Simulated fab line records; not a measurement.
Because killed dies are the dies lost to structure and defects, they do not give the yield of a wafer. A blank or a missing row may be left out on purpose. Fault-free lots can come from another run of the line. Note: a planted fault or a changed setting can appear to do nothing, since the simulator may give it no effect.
Which of the tools did it?    flow sky130    13 lots with 39 wafers sampled at 5 steps, on a route of 708 steps

== WHAT THE GAUGES SHOWED, per wafer ==
SKY_FIELD_ISO_BOW_MEAS_00.
lot   measured     on            INCOMING_BOW (um)
L788  day 1 10:00  filmMetro-03  -10 -2 6
L789  day 1 15:00  filmMetro-01  4 0 0
L790  day 1 20:02  filmMetro-03  11 6 2
L792  day 2 06:02  filmMetro-02  3 -15 6
L800  day 3 22:00  filmMetro-02  7 -4 2
L801  day 4 03:01  filmMetro-01  2 -16 -3
L802  day 4 08:01  filmMetro-03  11 -8 -4
L803  day 4 13:01  filmMetro-03  10 1 -1
L804  day 4 18:00  filmMetro-02  2 13 -4
L805  day 4 23:01  filmMetro-01  7 -9 -8
L806  day 5 04:02  filmMetro-02  -4 -11 2
L808  day 5 14:01  filmMetro-01  3 3 -5
L811  day 6 05:00  filmMetro-02  -1 4 6

SKY_NWELL_TW_MEAS_26.
lot   measured      on            NWELL_2_TW
L788  day 5 06:35   filmMetro-04  493 491 492
L789  day 5 13:35   filmMetro-01  503 499 502
L790  day 5 21:56   filmMetro-04  495 496 494
L792  day 6 10:02   filmMetro-04  496 495 495
L800  day 8 12:41   filmMetro-01  504 502 507
L801  day 8 16:35   filmMetro-04  488 491 491
L802  day 8 22:26   filmMetro-01  501 501 501
L803  day 9 00:47   filmMetro-01  503 503 505
L804  day 9 08:11   filmMetro-01  501 502 499
L805  day 9 14:03   filmMetro-03  497 500 502
L806  day 10 01:25  filmMetro-04  492 491 492
L808  day 10 14:08  filmMetro-04  491 490 492
L811  day 11 03:19  filmMetro-04  487 490 491

SKY_NWELL_RS_MEAS_29: uses a four-point probe to measure.
lot   measured      on            NWELL_RS (ohm/sq)
L788  day 5 06:47   filmMetro-01  624.4 624.2 623.6
L789  day 5 13:47   filmMetro-04  625.5 625.0 626.4
L790  day 5 22:10   filmMetro-01  626.6 625.7 624.6
L792  day 6 10:16   filmMetro-04  623.8 624.1 623.8
L800  day 8 12:53   filmMetro-04  650.2 648.8 648.4
L801  day 8 16:48   filmMetro-01  646.9 647.4 649.0
L802  day 8 22:40   filmMetro-04  627.3 624.5 625.6
L803  day 9 01:00   filmMetro-04  627.3 624.4 627.5
L804  day 9 08:24   filmMetro-03  627.3 625.9 626.0
L805  day 9 14:16   filmMetro-01  625.9 625.4 624.8
L806  day 10 01:39  filmMetro-01  625.1 624.6 622.5
L808  day 10 14:21  filmMetro-04  622.9 624.3 623.1
L811  day 11 03:35  filmMetro-04  623.8 625.0 624.7

== WHAT TOOL EACH LOT RAN ON (gives the tool, then ch and the chambers of the sampled wafers, and finally the start) ==
lot   SKY_NWELL_IMPLANT_11             SKY_NWELL_RTA_28
L788  implanter-04 ch 0, day 4 12:14   rtpAnneal-02 ch 0, day 5 06:41
L789  implanter-03 ch 0, day 4 18:59   rtpAnneal-01 ch 0, day 5 13:41
L790  implanter-04 ch 0, day 5 03:23   rtpAnneal-02 ch 0, day 5 22:04
L792  implanter-03 ch 0, day 5 14:23   rtpAnneal-02 ch 0, day 6 10:10
L800  implanter-02 ch 0, day 7 15:05   rtpAnneal-01 ch 0, day 8 12:47
L801  implanter-02 ch 0, day 7 18:59   rtpAnneal-02 ch 0, day 8 16:41
L802  implanter-03 ch 0, day 8 00:23   rtpAnneal-02 ch 0, day 8 22:34
L803  implanter-03 ch 0, day 8 02:55   rtpAnneal-01 ch 0, day 9 00:53
L804  implanter-03 ch 0, day 8 10:38   rtpAnneal-02 ch 0, day 9 08:18
L805  implanter-04 ch 0, day 8 15:46   rtpAnneal-01 ch 0, day 9 14:10
L806  implanter-03 ch 0, day 9 03:08   rtpAnneal-01 ch 0, day 10 01:32
L808  implanter-03 ch 0, day 9 15:40   rtpAnneal-01 ch 0, day 10 14:14
L811  implanter-03 ch 0, day 10 04:44  rtpAnneal-01 ch 0, day 11 03:29
- SKY_NWELL_IMPLANT_11
- SKY_NWELL_RTA_28: time 30 s.

== AS READ BY THE TOOLS THEMSELVES (means over the sampled wafers that have a number; for cases with no such wafer, the mark the record gives instead) ==
SKY_NWELL_IMPLANT_11.
lot   tool          beamEnergyKeV
L788  implanter-04  399.81
L789  implanter-03  399.99
L790  implanter-04  400.04
L792  implanter-03  399.87
L800  implanter-02  346.04
L801  implanter-02  346.11
L802  implanter-03  400.10
L803  implanter-03  400.03
L804  implanter-03  399.85
L805  implanter-04  399.96
L806  implanter-03  400.02
L808  implanter-03  400.11
L811  implanter-03  400.05

SKY_NWELL_RTA_28.
lot   tool          lampPowerPct (%)  wafer_temp_C_max
L788  rtpAnneal-02  25.28             1056.1
L789  rtpAnneal-01  25.29             1054.5
L790  rtpAnneal-02  25.34             1055.0
L792  rtpAnneal-02  25.27             1055.1
L800  rtpAnneal-01  25.31             1055.3
L801  rtpAnneal-02  25.30             1055.0
L802  rtpAnneal-02  25.32             1054.4
L803  rtpAnneal-01  25.35             1054.8
L804  rtpAnneal-02  25.27             1054.3
L805  rtpAnneal-01  25.27             1055.5
L806  rtpAnneal-01  25.23             1055.7
L808  rtpAnneal-01  25.35             1054.9
L811  rtpAnneal-01  25.28             1055.4

== THE ANSWER, worked out from the rows above alone ==
Rule: the lots themselves supply what counts as usual. The widest of any qualifying gaps counts: lots, ordered by their means at a reading, are off when they make up no more than a third of the lots, leave a main group of 4 or more, and stand apart from it by 3 or more times the standard deviation of that group's means. If all means in a main group match to the digits the tables above print for the reading, that group is not used. A lot without any number at a reading at which 4 lots or more have one is off too. Any other lot the step has rows for is counted as sound. The gauges are gone through in route order, then the tools' own readings, and for those a lot's mean is taken as printed above. At the first step where some lot is off, the reading lying furthest off is the one used; lots without a number count as furthest.
Off: L800, L801, seen at SKY_NWELL_RS_MEAS_29 (NWELL_RS). Mean 625.0 ohm/sq and standard deviation 1 in the main group.
A tool fits if, at a process step before that reading, it ran every lot that is off, and no sound lot after the first of them. The gauges at SKY_NWELL_RS_MEAS_29 aren't tried: what is off there is off at SKY_NWELL_IMPLANT_11 too, on other tools, and a gauge's error can't cause that. One fits: implanter-02 at SKY_NWELL_IMPLANT_11. It ran no sound lot before its first lot that is off in this sample, so the start can't be narrowed down.
The tool's own readings at SKY_NWELL_IMPLANT_11 bear it out: on the lots that are off they differ by more than 5 times the standard deviation of the sound lots' means. beamEnergyKeV reads 346.08 there against 399.98 on the sound lots.

== WHAT WAS PUT IN BY THE SIMULATOR ==
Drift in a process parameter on implanter-02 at SKY_NWELL_IMPLANT_11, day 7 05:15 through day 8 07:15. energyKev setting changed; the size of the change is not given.
Shown lots that were struck: L800, L801. The rule above reached the same finding.
